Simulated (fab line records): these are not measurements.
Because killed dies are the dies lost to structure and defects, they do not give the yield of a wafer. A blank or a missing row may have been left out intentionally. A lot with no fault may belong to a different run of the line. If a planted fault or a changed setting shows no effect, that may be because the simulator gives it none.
Which tool is to blame? -- flow sky130 -- Sampling: 13 lots, 39 wafers, 5 of 708 route steps

== WHAT THE GAUGES SHOWED, per wafer ==
SKY_LDD_HVN_TW_MEAS_10. Usual: LDD_HVN_TW gives 1433 (standard deviation 19).
lot,measured,on,LDD_HVN_TW,flag
L797,day 21 06:46,film metro-02,1420 1412 1415,
L798,day 21 14:40,film metro-02,1417 1415 1411,
L800,day 22 08:37,film metro-04,1451 1451 1461,
L801,day 22 17:35,film metro-02,1410 1413 1417,
L802,day 22 20:53,film metro-01,1424 1418 1432,
L803,day 23 12:31,film metro-04,1455 1450 1454,
L804,day 23 14:31,film metro-04,1455 1455 1452,
L806,day 24 15:16,film metro-04,1461 1454 1455,
L811,day 26 13:01,film metro-01,1427 1440 1433,
L814,day 27 03:01,film metro-02,1411 1411 1405,
L815,day 27 12:03,film metro-04,1462 1458 1464,
L817,day 28 03:47,film metro-01,1435 1436 1438,
L818,day 28 09:52,film metro-02,1411 1410 1411,

SKY_SD_P_CD_MEAS_07: target cd 380 nm. Usual: cd nm 379.4 nm, standard deviation 2.3.
lot,measured,on,cd nm (nm),flag
L797,day 26 07:41,cd sem-02,376.5 376.7 378.1,
L798,day 26 15:55,cd sem-01,382.3 381.1 379.1,
L800,day 27 09:43,cd sem-01,381.2 382.8 381.1,
L801,day 27 17:56,cd sem-01,384.9 382.3 383.0,
L802,day 28 12:01,cd sem-01,379.3 379.4 379.7,
L803,day 28 10:14,cd sem-02,381.8 381.9 379.7,
L804,day 28 14:56,cd sem-02,377.1 375.5 375.4,
L806,day 29 12:49,cd sem-02,381.0 379.2 376.8,
L811,day 31 09:17,cd sem-02,376.6 375.1 376.7,
L814,day 31 23:55,cd sem-02,381.7 376.5 378.0,
L815,day 32 06:20,cd sem-02,380.0 381.8 381.6,
L817,day 32 20:31,cd sem-02,382.8 382.6 380.8,
L818,day 33 03:14,cd sem-01,380.7 378.6 382.0,

SKY_LI_CONTACT_BOW_MEAS_03. Usual: LI_CONTACT_BOW gives 55 um (standard deviation 6.5).
lot,measured,on,LI_CONTACT_BOW (um),flag
L797,day 28 18:45,film metro-04,50 44 59,
L798,day 29 02:25,film metro-01,51 60 49,
L800,day 29 20:28,film metro-02,59 51 44,
L801,day 30 04:37,film metro-02,57 49 42,
L802,day 30 22:00,film metro-04,60 54 47,
L803,day 30 20:23,film metro-02,49 50 35,
L804,day 31 02:21,film metro-01,49 56 43,
L806,day 31 22:36,film metro-01,54 58 51,
L811,day 33 17:29,film metro-02,51 50 58,
L814,day 34 08:15,film metro-02,60 62 61,
L815,day 34 13:28,film metro-01,59 62 47,
L817,day 35 03:08,film metro-02,50 68 61,
L818,day 35 10:11,film metro-04,64 53 57,

SKY_LI_CONTACT_CD_MEAS_12: target cd 170 nm. Usual: cd nm 170.4 nm, standard deviation 1.3.
lot,measured,on,cd nm (nm),flag
L797,day 29 22:49,cd sem-01,173.2 173.2 171.8,
L798,day 30 06:42,cd sem-02,173.3 170.8 170.0,
L800,day 31 01:19,cd sem-01,170.0 170.1 169.9,
L801,day 31 08:04,cd sem-02,171.0 171.0 170.1,
L802,day 32 01:20,cd sem-01,167.9 169.2 169.4,
L803,day 32 00:01,cd sem-01,172.1 170.4 170.4,
L804,day 32 06:10,cd sem-02,168.9 168.2 168.6,
L806,day 33 02:07,cd sem-01,138.3 136.7 137.1,OFF
L811,day 34 19:58,cd sem-02,169.8 169.9 170.3,
L814,day 35 10:15,cd sem-02,171.8 170.6 171.6,
L815,day 35 15:19,cd sem-02,169.2 170.4 170.1,
L817,day 36 05:02,cd sem-01,171.5 171.3 172.2,
L818,day 36 12:43,cd sem-02,170.4 170.8 171.2,

== EACH LOT AND THE TOOL THAT RAN IT (in order: tool; ch and the chambers of the sampled wafers; start) ==
lot,SKY_LI_CONTACT_EXPOSE_09
L797,"krf scanner-02 ch 0, day 29 09:06"
L798,"krf scanner-01 ch 0, day 29 17:08"
L800,"krf scanner-02 ch 0, day 30 11:04"
L801,"krf scanner-01 ch 0, day 30 18:33"
L802,"krf scanner-01 ch 0, day 31 11:43"
L803,"krf scanner-01 ch 0, day 31 10:15"
L804,"krf scanner-02 ch 0, day 31 16:36"
L806,"krf scanner-02 ch 0, day 32 12:29"
L811,"krf scanner-01 ch 0, day 34 06:58"
L814,"krf scanner-02 ch 0, day 34 21:10"
L815,"krf scanner-02 ch 0, day 35 02:15"
L817,"krf scanner-02 ch 0, day 35 16:34"
L818,"krf scanner-02 ch 0, day 35 23:48"
- SKY_LI_CONTACT_EXPOSE_09: exposes mask LICM1, target cd 170 nm.

== AS READ BY THE TOOLS THEMSELVES (means over the sampled wafers that have a number; for cases with no such wafer, the mark the record gives instead) ==
SKY_LI_CONTACT_EXPOSE_09. Usual: reticle temp C 23.01 C, standard deviation 0.093.
lot,tool,reticle temp C (C),flag
L797,krf scanner-02,22.93,
L798,krf scanner-01,23.05,
L800,krf scanner-02,23.12,
L801,krf scanner-01,23.01,
L802,krf scanner-01,22.91,
L803,krf scanner-01,22.98,
L804,krf scanner-02,22.97,
L806,krf scanner-02,23.03,
L811,krf scanner-01,23.07,
L814,krf scanner-02,22.92,
L815,krf scanner-02,22.99,
L817,krf scanner-02,23.10,
L818,krf scanner-02,23.09,

== THE ANSWER, worked out from the rows above alone ==
Rule: lot off if the mean of its wafers having a number is beyond 3 standard deviations from the usual mean. A lot without any number at a reading at which 4 lots or more have one is off too. The other lots that the step has rows for count as sound. The gauges are gone through in route order, then the tools' own readings, and for those a lot's mean is taken as printed above. At the first step where some lot is off, the reading lying furthest off is the one used; lots without a number count as furthest.
Off: L806 (SKY_LI_CONTACT_CD_MEAS_12, cd nm).
If a tool, at a process step before that reading, ran all the lots that are off and no sound lot after the first of them, it fits. Those tools and the gauges at SKY_LI_CONTACT_CD_MEAS_12 are tried in the same way. Of those tried, none fits.

== WHAT HAD BEEN PUT IN BY THE SIMULATOR ==
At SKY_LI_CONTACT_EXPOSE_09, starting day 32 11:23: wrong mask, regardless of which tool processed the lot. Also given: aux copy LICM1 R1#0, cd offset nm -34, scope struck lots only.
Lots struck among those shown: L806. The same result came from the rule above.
